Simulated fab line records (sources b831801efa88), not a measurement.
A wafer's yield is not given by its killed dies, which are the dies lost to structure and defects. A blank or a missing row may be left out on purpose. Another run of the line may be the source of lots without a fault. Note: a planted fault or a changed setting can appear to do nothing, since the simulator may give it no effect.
Which tool is to blame? || flow sky130 || 11 lots, 33 wafers sampled, at 7 steps of a route of 708

== WHAT THE GAUGES SHOWED, per wafer ==
SKY_POLY_CUT_OVL_MEAS_09.
{"lot": "L596", "measured": "day 25 00:26", "on": "overlay-01", "POLY_CUT_OVL (nm)": "-2 -1 -4"}
{"lot": "L598", "measured": "day 26 05:04", "on": "overlay-01", "POLY_CUT_OVL (nm)": "7 8 4"}
{"lot": "L601", "measured": "day 26 17:21", "on": "overlay-02", "POLY_CUT_OVL (nm)": "7 2 1"}
{"lot": "L604", "measured": "day 27 03:45", "on": "overlay-01", "POLY_CUT_OVL (nm)": "4 10 5"}
{"lot": "L605", "measured": "day 27 11:43", "on": "overlay-01", "POLY_CUT_OVL (nm)": "2 -4 -1"}
{"lot": "L606", "measured": "day 27 22:44", "on": "overlay-02", "POLY_CUT_OVL (nm)": "1 2 -5"}
{"lot": "L608", "measured": "day 28 12:07", "on": "overlay-01", "POLY_CUT_OVL (nm)": "-8 -8 -9"}
{"lot": "L609", "measured": "day 28 20:33", "on": "overlay-01", "POLY_CUT_OVL (nm)": "14 5 -3"}
{"lot": "L611", "measured": "day 30 12:48", "on": "overlay-02", "POLY_CUT_OVL (nm)": "2 7 11"}
{"lot": "L617", "measured": "day 31 16:25", "on": "overlay-01", "POLY_CUT_OVL (nm)": "10 15 3"}
{"lot": "L618", "measured": "day 31 22:17", "on": "overlay-02", "POLY_CUT_OVL (nm)": "3 8 -2"}

SKY_SD_P_TW_MEAS_11.
{"lot": "L596", "measured": "day 26 05:28", "on": "filmMetro-01", "SD_P_TW": "2783 2777 2792"}
{"lot": "L598", "measured": "day 27 10:11", "on": "filmMetro-01", "SD_P_TW": "2763 2772 2782"}
{"lot": "L601", "measured": "day 27 22:41", "on": "filmMetro-01", "SD_P_TW": "2797 2779 2777"}
{"lot": "L604", "measured": "day 28 08:17", "on": "filmMetro-02", "SD_P_TW": "2859 2844 2838"}
{"lot": "L605", "measured": "day 28 17:10", "on": "filmMetro-02", "SD_P_TW": "2853 2840 2846"}
{"lot": "L606", "measured": "day 29 03:20", "on": "filmMetro-01", "SD_P_TW": "3082 3077 3085 3075 3087 3068"}
{"lot": "L608", "measured": "day 29 14:46", "on": "filmMetro-01", "SD_P_TW": "2780 2787 2798"}
{"lot": "L609", "measured": "day 29 22:17", "on": "filmMetro-04", "SD_P_TW": "3097 3093 3091 3100 3095 3101"}
{"lot": "L611", "measured": "day 31 17:10", "on": "filmMetro-04", "SD_P_TW": "2801 2805 2793"}
{"lot": "L617", "measured": "day 32 19:47", "on": "filmMetro-01", "SD_P_TW": "3067 3060 3083 3075 3069 3081"}
{"lot": "L618", "measured": "day 33 01:19", "on": "filmMetro-01", "SD_P_TW": "2778 2768 2794"}

SKY_SD_N_CD_MEAS_07 targets a cd of 380 nm.
{"lot": "L596", "measured": "day 28 15:41", "on": "cdSem-02", "cdNm (nm)": "382.0 380.4 382.1"}
{"lot": "L598", "measured": "day 29 17:57", "on": "cdSem-02", "cdNm (nm)": "381.9 381.5 380.9"}
{"lot": "L601", "measured": "day 30 06:03", "on": "cdSem-02", "cdNm (nm)": "378.6 375.6 379.1"}
{"lot": "L604", "measured": "day 30 16:21", "on": "cdSem-01", "cdNm (nm)": "380.1 379.0 377.1"}
{"lot": "L605", "measured": "day 30 23:34", "on": "cdSem-01", "cdNm (nm)": "380.6 378.7 375.6"}
{"lot": "L606", "measured": "day 31 10:41", "on": "cdSem-02", "cdNm (nm)": "379.4 377.5 380.3"}
{"lot": "L608", "measured": "day 31 22:18", "on": "cdSem-01", "cdNm (nm)": "376.8 379.0 374.0"}
{"lot": "L609", "measured": "day 32 05:41", "on": "cdSem-01", "cdNm (nm)": "382.0 380.8 380.3"}
{"lot": "L611", "measured": "day 33 22:43", "on": "cdSem-02", "cdNm (nm)": "384.1 385.3 384.4"}
{"lot": "L617", "measured": "day 35 00:42", "on": "cdSem-02", "cdNm (nm)": "384.8 383.4 381.6"}
{"lot": "L618", "measured": "day 35 06:25", "on": "cdSem-02", "cdNm (nm)": "383.4 385.0 386.0"}

SKY_SD_N_RS_MEAS_17: the measuring method here is four-point-probe.
{"lot": "L596", "measured": "day 28 16:38", "on": "filmMetro-04", "SD_P_RS (ohm/sq)": "147.5 147.7 147.4"}
{"lot": "L598", "measured": "day 29 18:55", "on": "filmMetro-04", "SD_P_RS (ohm/sq)": "148.0 147.7 148.2"}
{"lot": "L601", "measured": "day 30 07:01", "on": "filmMetro-04", "SD_P_RS (ohm/sq)": "147.5 148.0 147.2"}
{"lot": "L604", "measured": "day 30 17:19", "on": "filmMetro-01", "SD_P_RS (ohm/sq)": "147.5 147.9 148.0"}
{"lot": "L605", "measured": "day 31 00:31", "on": "filmMetro-02", "SD_P_RS (ohm/sq)": "147.0 147.3 147.1"}
{"lot": "L606", "measured": "day 31 11:38", "on": "filmMetro-01", "SD_P_RS (ohm/sq)": "138.9 138.6 139.0 139.0 138.7 138.9"}
{"lot": "L608", "measured": "day 31 23:16", "on": "filmMetro-04", "SD_P_RS (ohm/sq)": "147.5 147.6 147.4"}
{"lot": "L609", "measured": "day 32 06:39", "on": "filmMetro-04", "SD_P_RS (ohm/sq)": "138.7 139.1 138.6 138.7 138.9 138.9"}
{"lot": "L611", "measured": "day 33 23:41", "on": "filmMetro-01", "SD_P_RS (ohm/sq)": "148.4 148.2 147.9"}
{"lot": "L617", "measured": "day 35 01:40", "on": "filmMetro-04", "SD_P_RS (ohm/sq)": "138.6 138.1 138.6 138.3 138.1 138.5"}
{"lot": "L618", "measured": "day 35 07:23", "on": "filmMetro-01", "SD_P_RS (ohm/sq)": "148.1 147.8 148.2"}

== WHAT TOOL EACH LOT RAN ON (gives the tool, then ch and the chambers of the sampled wafers, and finally the start) ==
{"lot": "L596", "SKY_LDD_LDN_STRIP_12": "plasmaAsher-03 ch 1, day 23 16:51", "SKY_SD_P_IMPLANT_09": "implanter-01 ch 0, day 26 05:13", "SKY_SD_P_STRIP_10": "plasmaAsher-02 ch 0,1, day 26 05:22"}
{"lot": "L598", "SKY_LDD_LDN_STRIP_12": "plasmaAsher-04 ch 0,1, day 24 21:10", "SKY_SD_P_IMPLANT_09": "implanter-01 ch 0, day 27 09:57", "SKY_SD_P_STRIP_10": "plasmaAsher-02 ch 0,1, day 27 10:04"}
{"lot": "L601", "SKY_LDD_LDN_STRIP_12": "plasmaAsher-03 ch 0,1, day 25 10:13", "SKY_SD_P_IMPLANT_09": "implanter-02 ch 0, day 27 22:27", "SKY_SD_P_STRIP_10": "plasmaAsher-03 ch 0,1, day 27 22:34"}
{"lot": "L604", "SKY_LDD_LDN_STRIP_12": "plasmaAsher-03 ch 0,1, day 25 20:25", "SKY_SD_P_IMPLANT_09": "implanter-02 ch 0, day 28 08:03", "SKY_SD_P_STRIP_10": "plasmaAsher-02 ch 0,1, day 28 08:10"}
{"lot": "L605", "SKY_LDD_LDN_STRIP_12": "plasmaAsher-04 ch 0,1, day 26 04:47", "SKY_SD_P_IMPLANT_09": "implanter-04 ch 0, day 28 16:56", "SKY_SD_P_STRIP_10": "plasmaAsher-03 ch 0,1, day 28 17:04"}
{"lot": "L606", "SKY_LDD_LDN_STRIP_12": "plasmaAsher-03 ch 0,1, day 26 16:24", "SKY_SD_P_IMPLANT_09": "implanter-01 ch 0, day 29 02:46", "SKY_SD_P_STRIP_10": "plasmaAsher-02 ch 0,1, day 29 03:14"}
{"lot": "L608", "SKY_LDD_LDN_STRIP_12": "plasmaAsher-04 ch 0,1, day 27 05:42", "SKY_SD_P_IMPLANT_09": "implanter-02 ch 0, day 29 14:32", "SKY_SD_P_STRIP_10": "plasmaAsher-03 ch 0,1, day 29 14:40"}
{"lot": "L609", "SKY_LDD_LDN_STRIP_12": "plasmaAsher-03 ch 0,1, day 27 14:28", "SKY_SD_P_IMPLANT_09": "implanter-01 ch 0, day 29 21:43", "SKY_SD_P_STRIP_10": "plasmaAsher-02 ch 0,1, day 29 22:11"}
{"lot": "L611", "SKY_LDD_LDN_STRIP_12": "plasmaAsher-01 ch 0,1, day 28 06:55", "SKY_SD_P_IMPLANT_09": "implanter-04 ch 0, day 31 16:55", "SKY_SD_P_STRIP_10": "plasmaAsher-03 ch 0,1, day 31 17:04"}
{"lot": "L617", "SKY_LDD_LDN_STRIP_12": "plasmaAsher-04 ch 0,1, day 30 11:31", "SKY_SD_P_IMPLANT_09": "implanter-01 ch 0, day 32 19:14", "SKY_SD_P_STRIP_10": "plasmaAsher-02 ch 0,1, day 32 19:40"}
{"lot": "L618", "SKY_LDD_LDN_STRIP_12": "plasmaAsher-03 ch 0,1, day 30 17:16", "SKY_SD_P_IMPLANT_09": "implanter-02 ch 0, day 33 01:04", "SKY_SD_P_STRIP_10": "plasmaAsher-03 ch 0,1, day 33 01:13"}
- SKY_LDD_LDN_STRIP_12: strips in O2/N2.
- SKY_SD_P_IMPLANT_09
- SKY_SD_P_STRIP_10: strips in O2/N2.

== WHAT THE TOOLS THEMSELVES READ (means of the sampled wafers that have a number; where no wafer has one, the mark that the record gives instead) ==
SKY_LDD_LDN_STRIP_12.
{"lot": "L596", "tool": "plasmaAsher-03", "drypumpMotorCurrentA (A)": 5.74, "n2FlowSccm (sccm)": 300.5, "oesProductAu (a.u.)": 0.714, "stripTimeToEndpointS (s)": 14.16}
{"lot": "L598", "tool": "plasmaAsher-04", "drypumpMotorCurrentA (A)": 5.94, "n2FlowSccm (sccm)": 300.7, "oesProductAu (a.u.)": 0.715, "stripTimeToEndpointS (s)": 14.14}
{"lot": "L601", "tool": "plasmaAsher-03", "drypumpMotorCurrentA (A)": 5.65, "n2FlowSccm (sccm)": 300.8, "oesProductAu (a.u.)": 0.714, "stripTimeToEndpointS (s)": 14.19}
{"lot": "L604", "tool": "plasmaAsher-03", "drypumpMotorCurrentA (A)": 5.66, "n2FlowSccm (sccm)": 299.8, "oesProductAu (a.u.)": 0.716, "stripTimeToEndpointS (s)": 14.16}
{"lot": "L605", "tool": "plasmaAsher-04", "drypumpMotorCurrentA (A)": 5.92, "n2FlowSccm (sccm)": 300.1, "oesProductAu (a.u.)": 0.716, "stripTimeToEndpointS (s)": 14.18}
{"lot": "L606", "tool": "plasmaAsher-03", "drypumpMotorCurrentA (A)": 5.71, "n2FlowSccm (sccm)": 301.0, "oesProductAu (a.u.)": 0.719, "stripTimeToEndpointS (s)": 14.20}
{"lot": "L608", "tool": "plasmaAsher-04", "drypumpMotorCurrentA (A)": 5.93, "n2FlowSccm (sccm)": 300.4, "oesProductAu (a.u.)": 0.718, "stripTimeToEndpointS (s)": 14.26}
{"lot": "L609", "tool": "plasmaAsher-03", "drypumpMotorCurrentA (A)": 5.70, "n2FlowSccm (sccm)": 299.6, "oesProductAu (a.u.)": 0.716, "stripTimeToEndpointS (s)": 14.28}
{"lot": "L611", "tool": "plasmaAsher-01", "drypumpMotorCurrentA (A)": 5.30, "n2FlowSccm (sccm)": 300.2, "oesProductAu (a.u.)": 0.715, "stripTimeToEndpointS (s)": 14.20}
{"lot": "L617", "tool": "plasmaAsher-04", "drypumpMotorCurrentA (A)": 5.93, "n2FlowSccm (sccm)": 300.4, "oesProductAu (a.u.)": 0.719, "stripTimeToEndpointS (s)": 14.16}
{"lot": "L618", "tool": "plasmaAsher-03", "drypumpMotorCurrentA (A)": 5.69, "n2FlowSccm (sccm)": 299.9, "oesProductAu (a.u.)": 0.717, "stripTimeToEndpointS (s)": 14.21}

SKY_SD_P_STRIP_10.
{"lot": "L596", "tool": "plasmaAsher-02", "drypumpMotorCurrentA (A)": 5.74, "n2FlowSccm (sccm)": 299.9, "oesProductAu (a.u.)": 0.619, "stripTimeToEndpointS (s)": 17.49}
{"lot": "L598", "tool": "plasmaAsher-02", "drypumpMotorCurrentA (A)": 5.76, "n2FlowSccm (sccm)": 299.7, "oesProductAu (a.u.)": 0.622, "stripTimeToEndpointS (s)": 17.51}
{"lot": "L601", "tool": "plasmaAsher-03", "drypumpMotorCurrentA (A)": 5.66, "n2FlowSccm (sccm)": 299.9, "oesProductAu (a.u.)": 0.616, "stripTimeToEndpointS (s)": 17.48}
{"lot": "L604", "tool": "plasmaAsher-02", "drypumpMotorCurrentA (A)": 5.78, "n2FlowSccm (sccm)": 300.2, "oesProductAu (a.u.)": 0.620, "stripTimeToEndpointS (s)": 17.51}
{"lot": "L605", "tool": "plasmaAsher-03", "drypumpMotorCurrentA (A)": 5.66, "n2FlowSccm (sccm)": 301.2, "oesProductAu (a.u.)": 0.623, "stripTimeToEndpointS (s)": 17.51}
{"lot": "L606", "tool": "plasmaAsher-02", "drypumpMotorCurrentA (A)": 5.63, "n2FlowSccm (sccm)": 299.9, "oesProductAu (a.u.)": 0.591, "stripTimeToEndpointS (s)": 18.93}
{"lot": "L608", "tool": "plasmaAsher-03", "drypumpMotorCurrentA (A)": 5.70, "n2FlowSccm (sccm)": 300.6, "oesProductAu (a.u.)": 0.614, "stripTimeToEndpointS (s)": 17.42}
{"lot": "L609", "tool": "plasmaAsher-02", "drypumpMotorCurrentA (A)": 5.76, "n2FlowSccm (sccm)": 300.4, "oesProductAu (a.u.)": 0.584, "stripTimeToEndpointS (s)": 18.97}
{"lot": "L611", "tool": "plasmaAsher-03", "drypumpMotorCurrentA (A)": 5.66, "n2FlowSccm (sccm)": 300.3, "oesProductAu (a.u.)": 0.618, "stripTimeToEndpointS (s)": 17.47}
{"lot": "L617", "tool": "plasmaAsher-02", "drypumpMotorCurrentA (A)": 5.66, "n2FlowSccm (sccm)": 299.6, "oesProductAu (a.u.)": 0.588, "stripTimeToEndpointS (s)": 18.92}
{"lot": "L618", "tool": "plasmaAsher-03", "drypumpMotorCurrentA (A)": 5.71, "n2FlowSccm (sccm)": 299.8, "oesProductAu (a.u.)": 0.619, "stripTimeToEndpointS (s)": 17.47}

== THE ANSWER, worked out from the rows above alone ==
Rule: the usual values come from the lots themselves. Put in order of their means at a reading, lots are off if they are a third of the lots or fewer, leave a main group of 4 or more, and stand apart from it by a gap of 3 or more times the standard deviation of the main group's means; of several such gaps the widest counts. A main group is skipped when, at the precision printed for the reading in the tables above, its means are all equal. A lot without any number at a reading at which 4 lots or more have one is off too. Any other lot the step has rows for is counted as sound. Order of review: gauges by route order, followed by the tools' own readings, for which a lot's mean as printed above is used. The first step at which some lot is off is used, and at that step the reading that is off furthest; a lot without a number counts as furthest.
Off: at SKY_SD_P_TW_MEAS_11 (SD_P_TW), L606, L609, L617. Mean 2800 and standard deviation 28 in the main group.
A tool fits if, at a process step before that reading, it ran every lot that is off, and no sound lot after the first of them. Not tried: the gauges at SKY_SD_P_TW_MEAS_11; whatever is off there is also off at SKY_SD_P_STRIP_10, on other tools, and gauge error can't account for it. This does not decide it: 2 tools fit, namely implanter-01 at SKY_SD_P_IMPLANT_09 and plasmaAsher-02 at SKY_SD_P_STRIP_10.

== WHAT THE SIMULATOR HAD PUT IN ==
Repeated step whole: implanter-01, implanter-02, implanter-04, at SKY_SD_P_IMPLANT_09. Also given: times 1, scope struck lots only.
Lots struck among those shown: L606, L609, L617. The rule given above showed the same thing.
